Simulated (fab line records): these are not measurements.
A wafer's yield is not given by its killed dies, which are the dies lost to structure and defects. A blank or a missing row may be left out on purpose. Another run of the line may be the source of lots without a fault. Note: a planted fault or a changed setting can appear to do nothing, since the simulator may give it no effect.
fab line records | flow sky130
[record] lots = 24 wafers = 72 last_day = 50
route steps=708 shown METAL1@450 METAL3@532 VIA3@574 CAP2M@606
lots that met no fault: taken from a fault-free run of the same line
start_h: hours from the record's opening day to when the first of the lot's shown wafers began | wait_h: time in hours since the lot's previous step | " unchanged from the row above | L1.1+2: a single row standing in for several wafers | - no value present, or no start provided | * or withheld: withheld | < > ~ a bound
route shown NAME@n: a module of which the file shows steps, and the number in the route of the first | usual: average and standard deviation across the fault-free wafers | same: alike in all rows | chamber/n: place in a boat | sites: the reading at each site | _std_site: how widely they spread, as a standard deviation | _edge_site: mean of outer sites minus mean of inner sites | radius_mm: for every site, how far away it sits from the centre of the wafer | mask NAME#n: copy n | behind: the tool/chamber that last shaped the wafer | hold: cause of the lot's hold/its duration in hours/its outcome | device: whichever transistor did not switch (one of n, p or np) | end of line: the tests these same wafers got at the end of their route | where a step has no rows: the recipe by itself | killed: count of dies lost to structure and defects at first sort (not the wafer's yield) | map: per-die view of a wafer (x killed, . not killed, _ where there is no die)
set.NAME: the setting that was run; set.NAME@STEP: the one run at that earlier step | model.NAME: the simulator's own value behind a step, which no gauge read
steps of the route over a sample of lots; a table a step, a row a wafer
services: the hour from which a tool's chamber was out of use, counted from the record's first day as start_h (under 0 if before that day), plus the number of hours and why
[[steps]]
[step SKY_METAL1_OVL_MEAS_16]
[usual] METAL1_OVL = -2/5.5
// columns lot.wafer tool chamber start_h wait_h METAL1_OVL[nm]
L074.2 overlay-02 - 763.87 0.1 13
L074.3 " - " " 4
L074.6 " - " " 9
L075.3 overlay-02 - 773.71 0.1 3
L075.5 " - " " -7
L075.6 " - " " 7
L076.1 overlay-01 - 783.17 0.1 4
L076.3 " - " " -3
L076.4 " - " " 2
L077.2 overlay-01 - 792.01 0.1 2
L077.4 " - " " 2
L077.6 " - " " 3
L079.2 overlay-01 - 792.66 0.1 -7
L079.3 " - " " -14
L079.6 " - " " -17
L078.3 overlay-01 - 796.13 0.1 -9
L078.4 " - " " 0
L078.5 " - " " -13
L081.2 overlay-02 - 812.46 0.1 -2
L081.3 " - " " 0
L081.6 " - " " -5
L080.2 overlay-02 - 814.81 0.1 6
L080.3 " - " " 3
L080.4 " - " " 3
L082.2 overlay-02 - 824.76 0.1 1
L082.3 " - " " 0
L082.5 " - " " -6
L083.2 overlay-02 - 830.13 0.1 -8
L083.3 " - " " 2
L083.4 " - " " 2
L084.1 overlay-01 - 839.71 0.1 -6
L084.4 " - " " 3
L084.5 " - " " 0
L085.2 overlay-01 - 848.71 0.1 0
L085.3 " - " " -1
L085.4 " - " " 1
L086.3 overlay-01 - 856.81 0.1 -12
L086.5 " - " " -12
L086.6 " - " " -5
L087.1 overlay-01 - 860.81 0.1 -2
L087.4 " - " " -3
L087.6 " - " " -3
L088.2 overlay-01 - 872.31 0.1 1
L088.3 " - " " -2
L088.5 " - " " -1
L089.2 overlay-01 - 877.91 0.1 1
L089.4 " - " " -2
L089.6 " - " " -2
L090.1 overlay-02 - 879.20 0.1 -5
L090.2 " - " " 3
L090.4 " - " " -3
L091.2 overlay-02 - 894.03 0.1 -10
L091.4 " - " " 6
L091.6 " - " " 3
L092.2 overlay-01 - 900.36 0.1 -1
L092.4 " - " " -4
L092.6 " - " " -7
L093.1 overlay-01 - 907.86 0.1 2
L093.5 " - " " 1
L093.6 " - " " -6
L094.1 overlay-01 - 914.80 0.1 -5
L094.3 " - " " 0
L094.4 " - " " 3
L095.1 overlay-01 - 922.97 0.1 -7
L095.4 " - " " 2
L095.5 " - " " 7
L096.1 overlay-01 - 925.81 0.1 4
L096.3 " - " " -6
L096.4 " - " " -4
L097.2 overlay-01 - 928.51 0.1 -2
L097.4 " - " " -7
L097.5 " - " " -7
[step SKY_METAL3_SPUTTER_00]
[recipe] material = Ti target_thk_nm = 15 power_w = 3000 time_s = 10 chamber_pressure_pa = 0.4
[usual] cathode_dc_power_W = 2999.9/0.59 throttle_valve_pct = 30.0/1
// columns lot.wafer tool chamber start_h wait_h cathode_dc_power_W throttle_valve_pct
L074.2 pvd_sputter-01 - 848.27 0.2 2999.4 29.7
L074.3 " - " " 3000.7 28.4
L074.6 " - " " 2999.3 29.7
L075.3 pvd_sputter-01 - 856.87 0.2 2999.1 29.9
L075.5 " - " " 2999.4 28.2
L075.6 " - " " 3000.1 29.7
L076.1 pvd_sputter-04 - 866.75 0.2 2999.8 29.5
L076.3 " - " " 2999.7 32.5
L076.4 " - " " 3000.1 29.9
L077.2 pvd_sputter-04 - 875.95 0.2 2999.3 32.5
L077.4 " - " " 3000.4 29.6
L077.6 " - " " 3000.2 30.7
L079.2 pvd_sputter-01 - 876.54 0.2 3000.2 28.5
L079.3 " - " " 3000.6 30.0
L079.6 " - " " 3000.2 29.0
L078.3 pvd_sputter-01 - 879.76 0.2 3000.0 30.0
L078.4 " - " " 2999.4 30.4
L078.5 " - " " 2999.3 29.9
L081.2 pvd_sputter-01 - 895.60 0.2 3000.3 30.4
L081.3 " - " " 3000.0 29.9
L081.6 " - " " 3001.0 30.0
L080.2 pvd_sputter-04 - 898.65 0.1 2999.7 30.6
L080.3 " - " " 3000.4 30.4
L080.4 " - " " 2999.8 32.6
L082.2 pvd_sputter-01 - 908.70 0.2 3000.3 28.5
L082.3 " - " " 2999.1 30.3
L082.5 " - " " 3000.1 28.6
L083.2 pvd_sputter-01 - 913.20 0.1 2999.1 30.5
L083.3 " - " " 2998.9 29.8
L083.4 " - " " 3000.2 28.3
L084.1 pvd_sputter-01 - 922.51 0.1 2999.8 29.5
L084.4 " - " " 3000.5 30.4
L084.5 " - " " 2999.7 30.6
L085.2 pvd_sputter-04 - 931.06 0.1 3000.0 32.4
L085.3 " - " " 2998.9 30.1
L085.4 " - " " 3000.4 30.7
L086.3 pvd_sputter-01 - 939.11 0.2 2999.2 29.7
L086.5 " - " " 2999.8 30.3
L086.6 " - " " 2999.1 30.1
L087.1 pvd_sputter-01 - 942.96 0.2 2999.9 28.5
L087.4 " - " " 3000.0 30.0
L087.6 " - " " 3000.6 28.3
L088.2 pvd_sputter-04 - 955.14 0.1 3000.2 32.4
L088.3 " - " " 2999.2 29.9
L088.5 " - " " 2999.7 29.9
L089.2 pvd_sputter-03 - 959.01 0.1 2999.4 29.8
L089.4 " - " " 3001.2 31.3
L089.6 " - " " 3000.3 29.4
L090.1 pvd_sputter-04 - 960.96 0.1 2999.9 32.7
L090.2 " - " " 3000.2 29.6
L090.4 " - " " 3000.0 30.5
L091.2 pvd_sputter-03 - 975.31 0.2 2999.7 29.5
L091.4 " - " " 3001.1 29.6
L091.6 " - " " 2999.9 30.7
L092.2 pvd_sputter-03 - 980.26 0.1 2999.8 31.6
L092.4 " - " " 2999.4 29.6
L092.6 " - " " 2999.4 29.5
L093.1 pvd_sputter-03 - 988.71 0.2 2999.2 31.3
L093.5 " - " " 3001.2 29.8
L093.6 " - " " 2999.7 29.5
L094.1 pvd_sputter-04 - 992.51 0.2 2999.0 29.6
L094.3 " - " " 3000.2 32.4
L094.4 " - " " 2999.9 30.0
L095.1 pvd_sputter-01 - 1002.02 0.2 3000.6 30.1
L095.4 " - " " 2999.3 29.7
L095.5 " - " " 3000.5 29.5
L096.1 pvd_sputter-01 - 1004.91 0.2 3001.2 30.6
L096.3 " - " " 3001.0 28.3
L096.4 " - " " 3000.5 29.4
L097.2 pvd_sputter-03 - 1007.46 0.1 3000.1 30.4
L097.4 " - " " 3000.1 29.3
L097.5 " - " " 2999.5 29.5
[step SKY_VIA3_THK_MEAS_01]
[recipe] reads = SiO2_of_VIA3_HDPCVD_00
[usual] VIA3_HDPCVD_THK = 1639/16
// columns lot.wafer tool chamber start_h wait_h VIA3_HDPCVD_THK[nm]
L074.2 film_metro-03 - 901.98 0.1 1632
L074.3 " - " " 1624
L074.6 " - " " 1622
L075.3 film_metro-03 - 910.32 0.1 1655
L075.5 " - " " 1645
L075.6 " - " " 1648
L076.1 film_metro-01 - 920.08 0.1 1628
L076.3 " - " " 1662
L076.4 " - " " 1637
L077.2 film_metro-01 - 928.84 0.1 1632
L077.4 " - " " 1637
L077.6 " - " " 1634
L079.2 film_metro-02 - 929.17 0.1 1621
L079.3 " - " " 1639
L079.6 " - " " 1619
L078.3 film_metro-03 - 933.05 0.1 1639
L078.4 " - " " 1632
L078.5 " - " " 1635
L081.2 film_metro-03 - 948.11 0.1 1635
L081.3 " - " " 1648
L081.6 " - " " 1664
L080.2 film_metro-03 - 951.13 0.1 1646
L080.3 " - " " 1657
L080.4 " - " " 1664
L082.2 film_metro-01 - 960.75 0.1 1637
L082.3 " - " " 1641
L082.5 " - " " 1622
L083.2 film_metro-01 - 964.95 0.1 1637
L083.3 " - " " 1659
L083.4 " - " " 1662
L084.1 film_metro-02 - 973.77 0.1 1625
L084.4 " - " " 1650
L084.5 " - " " 1676
L085.2 film_metro-02 - 982.58 0.1 1631
L085.3 " - " " 1629
L085.4 " - " " 1619
L086.3 film_metro-03 - 989.54 0.1 1653
L086.5 " - " " 1625
L086.6 " - " " 1633
L087.1 film_metro-02 - 993.73 0.1 1643
L087.4 " - " " 1638
L087.6 " - " " 1636
L088.2 film_metro-02 - 1005.53 0.1 1612
L088.3 " - " " 1643
L088.5 " - " " 1628
L089.2 film_metro-01 - 1008.48 0.1 1647
L089.4 " - " " 1634
L089.6 " - " " 1638
L090.1 film_metro-01 - 1010.62 0.1 1625
L090.2 " - " " 1631
L090.4 " - " " 1644
L091.2 film_metro-01 - 1024.30 0.1 1636
L091.4 " - " " 1627
L091.6 " - " " 1626
L092.2 film_metro-01 - 1029.18 0.1 1654
L092.4 " - " " 1635
L092.6 " - " " 1633
L093.1 film_metro-01 - 1037.73 0.1 1639
L093.5 " - " " 1685
L093.6 " - " " 1673
L094.1 film_metro-01 - 1040.10 0.1 1644
L094.3 " - " " 1617
L094.4 " - " " 1619
L095.1 film_metro-01 - 1049.94 0.1 1652
L095.4 " - " " 1646
L095.5 " - " " 1645
L096.1 film_metro-03 - 1052.92 0.1 1624
L096.3 " - " " 1605
L096.4 " - " " 1598
L097.2 film_metro-01 - 1054.15 0.1 1649
L097.4 " - " " 1651
L097.5 " - " " 1641
[step SKY_VIA3_THK_MEAS_23]
[recipe] thk_meas_gauge = xrf reads = W_of_VIA3_CVD_21
[usual] VIA3_W_THK = 400/5.3
// columns lot.wafer tool chamber start_h wait_h VIA3_W_THK[nm]
L074.2 film_metro-03 - 928.91 0.1 401
L074.3 " - " " 401
L074.6 " - " " 396
L075.3 film_metro-03 - 936.97 0.1 397
L075.5 " - " " 392
L075.6 " - " " 394
L076.1 film_metro-02 - 946.09 0.1 406
L076.3 " - " " 411
L076.4 " - " " 405
L077.2 film_metro-02 - 955.11 0.1 408
L077.4 " - " " 409
L077.6 " - " " 406
L079.2 film_metro-03 - 955.81 0.1 388
L079.3 " - " " 398
L079.6 " - " " 394
L078.3 film_metro-01 - 959.55 0.1 398
L078.4 " - " " 398
L078.5 " - " " 400
L081.2 film_metro-01 - 973.81 0.1 408
L081.3 " - " " 406
L081.6 " - " " 412
L080.2 film_metro-03 - 977.61 0.1 394
L080.3 " - " " 396
L080.4 " - " " 399
L082.2 film_metro-03 - 986.42 0.1 394
L082.3 " - " " 396
L082.5 " - " " 394
L083.2 film_metro-02 - 990.40 0.1 408
L083.3 " - " " 401
L083.4 " - " " 401
L084.1 film_metro-02 - 999.09 0.1 407
L084.4 " - " " 410
L084.5 " - " " 411
L085.2 film_metro-03 - 1008.05 0.1 397
L085.3 " - " " 396
L085.4 " - " " 399
L086.3 film_metro-01 - 1014.91 0.1 400
L086.5 " - " " 405
L086.6 " - " " 403
L087.1 film_metro-02 - 1019.36 0.1 402
L087.4 " - " " 400
L087.6 " - " " 400
L088.2 film_metro-03 - 1030.39 0.1 404
L088.3 " - " " 403
L088.5 " - " " 403
L089.2 film_metro-03 - 1032.52 0.1 397
L089.4 " - " " 393
L089.6 " - " " 396
L090.1 film_metro-01 - 1034.59 0.1 399
L090.2 " - " " 395
L090.4 " - " " 397
L091.2 film_metro-02 - 1047.72 0.1 399
L091.4 " - " " 399
L091.6 " - " " 405
L092.2 film_metro-01 - 1053.29 0.1 396
L092.4 " - " " 398
L092.6 " - " " 395
L093.1 film_metro-01 - 1060.96 0.1 402
L093.5 " - " " 399
L093.6 " - " " 405
L094.1 film_metro-02 - 1063.66 0.1 397
L094.3 " - " " 399
L094.4 " - " " 399
L095.1 film_metro-01 - 1072.91 0.1 397
L095.4 " - " " 400
L095.5 " - " " 396
L096.1 film_metro-03 - 1075.85 0.1 396
L096.3 " - " " 403
L096.4 " - " " 405
L097.2 film_metro-01 - 1077.47 0.1 401
L097.4 " - " " 401
L097.5 " - " " 395
[step SKY_VIA3_CMP_24]
[recipe] stop_on = SiO2 t_overpolish_s = 20 down_force_psi = 3.5 platen_rpm = 60 target_thk_nm = 0 pad_velocity_m_s = 0.94248
[usual] motor_current_A = 10.6/0.7 overpolish_run_s = 20.000/0.0091 time_to_endpoint_s = 95/3.1
// columns lot.wafer tool chamber start_h wait_h motor_current_A overpolish_run_s time_to_endpoint_s
L074.3 cmp-02 2 928.96 0.0 11.4 20.017 95
L074.2 " 1 " " 11.4 20.005 95
L074.6 " 2 " " 10.8 19.996 96
L075.3 cmp-01 2 937.11 0.1 11.4 19.988 93
L075.6 " 0 " " 10.5 19.997 94
L075.5 " 1 " " 10.3 19.995 96
L076.1 cmp-02 3 946.15 0.1 9.5 19.998 100
L076.3 " 0 " " 10.1 19.995 98
L076.4 " 1 " " 11.7 19.994 96
L077.4 cmp-02 0 955.16 0.0 10.6 19.997 98
L077.2 " 2 " " 10.8 20.010 96
L077.6 " 1 " " 11.9 20.008 94
L079.3 cmp-01 3 955.96 0.1 10.8 20.002 94
L079.2 " 0 " " 9.7 20.012 93
L079.6 " 2 " " 11.7 20.008 92
L078.4 cmp-01 1 959.59 0.0 10.7 19.994 97
L078.3 " 2 " " 11.5 20.007 96
L078.5 " 2 " " 11.7 20.010 96
L081.3 cmp-01 1 973.86 0.0 10.6 19.981 96
L081.2 " 3 " " 10.7 20.009 96
L081.6 " 2 " " 11.9 19.989 97
L080.3 cmp-01 0 977.73 0.1 10.2 19.993 88
L080.4 " 1 " " 10.3 19.981 89
L080.2 " 2 " " 11.7 20.018 90
L082.3 cmp-02 1 986.58 0.1 10.8 20.010 97
L082.2 " 2 " " 11.0 20.006 98
L082.5 " 3 " " 10.0 19.994 98
L083.4 cmp-02 2 990.45 0.0 11.1 19.997 103
L083.3 " 3 " " 9.8 20.010 103
L083.2 " 0 " " 10.0 20.001 99
L084.4 cmp-01 2 1000.97 1.8 11.7 19.986 95
L084.1 " 0 " " 9.6 19.997 96
L084.5 " 2 " " 11.3 20.015 93
L085.4 cmp-01 1 1008.15 0.1 10.6 19.993 96
L085.3 " 2 " " 11.6 19.991 90
L085.2 " 3 " " 11.3 20.008 93
L086.3 cmp-02 3 1015.00 0.1 10.3 19.996 96
L086.5 " 2 " " 11.8 19.998 97
L086.6 " 3 " " 9.8 19.992 100
L087.1 cmp-02 2 1019.56 0.2 11.2 20.009 95
L087.4 " 3 " " 10.1 20.001 93
L087.6 " 2 " " 10.7 20.016 97
L088.3 cmp-01 0 1030.53 0.1 9.7 20.004 94
L088.2 " 1 " " 10.5 20.011 96
L088.5 " 3 " " 11.3 19.996 93
L089.4 cmp-02 1 1032.62 0.1 10.9 20.007 98
L089.2 " 2 " " 10.9 20.004 92
L089.6 " 0 " " 10.1 19.983 100
L090.1 cmp-02 1 1034.65 0.1 10.7 19.997 94
L090.4 " 3 " " 10.3 20.001 94
L090.2 " 0 " " 10.4 20.003 97
L091.4 cmp-01 0 1047.77 0.0 9.7 20.001 95
L091.2 " 1 " " 10.7 19.984 92
L091.6 " 1 " " 10.6 20.005 97
L092.2 cmp-01 2 1053.34 0.0 11.9 19.981 86
L092.4 " 0 " " 10.4 19.991 93
L092.6 " 3 " " 11.1 20.006 92
L093.1 cmp-01 2 1061.02 0.1 11.9 19.994 94
L093.5 " 2 " " 12.3 20.004 92
L093.6 " 3 " " 11.1 19.996 92
L094.4 cmp-01 0 1063.72 0.0 9.7 19.978 90
L094.1 " 1 " " 10.5 19.987 93
L094.3 " 3 " " 11.1 20.002 95
L095.1 cmp-01 1 1072.97 0.1 10.4 20.002 98
L095.4 " 3 " " 10.9 20.000 91
L095.5 " 2 " " 11.9 20.012 90
L096.1 cmp-02 0 1075.91 0.1 9.9 19.995 99
L096.4 " 1 " " 11.9 20.004 96
L096.3 " 3 " " 9.9 19.998 97
L097.4 cmp-02 1 1077.57 0.1 10.6 20.013 97
L097.2 " 2 " " 11.1 20.002 98
L097.5 " 0 " " 10.0 19.999 94
[step SKY_CAP2M_RS_MEAS_03]
[recipe] thk_meas_gauge = four-point-probe reads = TiN_of_CAP2M_SPUTTER_02
[usual] CAP2M_TIN_RS = 6.90/0.076
// columns lot.wafer tool chamber start_h wait_h CAP2M_TIN_RS[ohm/sq]
L074.2 film_metro-04 - 929.63 0.1 6.83
L074.3 " - " " 6.85
L074.6 " - " " 6.81
L075.3 film_metro-01 - 937.70 0.1 7.02
L075.5 " - " " 7.00
L075.6 " - " " 6.99
L076.1 film_metro-02 - 946.80 0.1 6.88
L076.3 " - " " 6.82
L076.4 " - " " 6.87
L077.2 film_metro-01 - 955.82 0.1 6.78
L077.4 " - " " 6.77
L077.6 " - " " 6.76
L079.2 film_metro-04 - 956.52 0.1 6.82
L079.3 " - " " 6.88
L079.6 " - " " 6.82
L078.3 film_metro-01 - 960.27 0.1 6.84
L078.4 " - " " 6.83
L078.5 " - " " 6.84
L081.2 film_metro-02 - 974.53 0.1 6.83
L081.3 " - " " 6.91
L081.6 " - " " 6.86
L080.2 film_metro-04 - 978.35 0.1 6.85
L080.3 " - " " 6.83
L080.4 " - " " 6.90
L082.2 film_metro-02 - 987.15 0.1 6.80
L082.3 " - " " 6.81
L082.5 " - " " 6.81
L083.2 film_metro-01 - 991.12 0.1 6.95
L083.3 " - " " 6.97
L083.4 " - " " 6.96
L084.1 film_metro-01 - 1001.62 0.1 6.86
L084.4 " - " " 6.86
L084.5 " - " " 6.88
L085.2 film_metro-02 - 1008.77 0.1 6.95
L085.3 " - " " 7.02
L085.4 " - " " 7.00
L086.3 film_metro-01 - 1015.63 0.1 6.97
L086.5 " - " " 6.97
L086.6 " - " " 6.89
L087.1 film_metro-02 - 1020.16 0.1 6.95
L087.4 " - " " 7.01
L087.6 " - " " 7.00
L088.2 film_metro-01 - 1031.15 0.1 6.78
L088.3 " - " " 6.80
L088.5 " - " " 6.88
L089.2 film_metro-02 - 1033.24 0.1 6.91
L089.4 " - " " 6.94
L089.6 " - " " 6.90
L090.1 film_metro-01 - 1035.29 0.1 6.94
L090.2 " - " " 6.97
L090.4 " - " " 7.02
L091.2 film_metro-01 - 1048.45 0.1 7.05
L091.4 " - " " 7.08
L091.6 " - " " 7.06
L092.2 film_metro-02 - 1054.01 0.1 6.86
L092.4 " - " " 6.95
L092.6 " - " " 6.92
L093.1 film_metro-01 - 1061.66 0.1 6.95
L093.5 " - " " 6.87
L093.6 " - " " 6.90
L094.1 film_metro-04 - 1064.36 0.1 6.89
L094.3 " - " " 6.90
L094.4 " - " " 6.92
L095.1 film_metro-04 - 1073.61 0.1 6.91
L095.4 " - " " 6.86
L095.5 " - " " 6.86
L096.1 film_metro-02 - 1076.55 0.1 6.81
L096.3 " - " " 6.88
L096.4 " - " " 6.82
L097.2 film_metro-01 - 1078.18 0.1 6.92
L097.4 " - " " 6.89
L097.5 " - " " 6.89
[[services]]
// columns tool chamber start_h hours kind
cmp-01 - 838.50 3.7 repair
cmp-02 - 848.53 23.0 pm
pvd_sputter-01 - 858.52 5.7 repair
cmp-01 - 899.16 3.7 pm
cmp-01 - 912.00 4.0 pm
cmp-01 - 916.00 - consumable_replace:conditioner
cmp-01 - 916.00 - consumable_replace:pad
cmp-02 - 922.67 2.3 repair
pvd_sputter-01 1 933.11 - consumable_replace:kit
pvd_sputter-01 1 933.11 18.0 scheduled_down
pvd_sputter-01 1 933.11 18.0 vent_cycle
cmp-01 - 937.43 5.5 repair
pvd_sputter-03 - 942.61 3.5 repair
pvd_sputter-01 - 948.20 2.6 repair
cmp-01 - 954.23 0.6 repair
cmp-02 - 960.55 1.3 repair
cmp-01 - 962.35 5.1 repair
pvd_sputter-04 - 994.29 6.0 repair
cmp-01 - 995.16 5.8 pm
cmp-02 - 998.95 2.2 repair
cmp-01 - 1002.02 0.8 repair
cmp-01 - 1003.08 4.3 repair
cmp-01 - 1023.96 0.4 repair
pvd_sputter-03 - 1070.25 6.2 repair
[[key]]
fault none
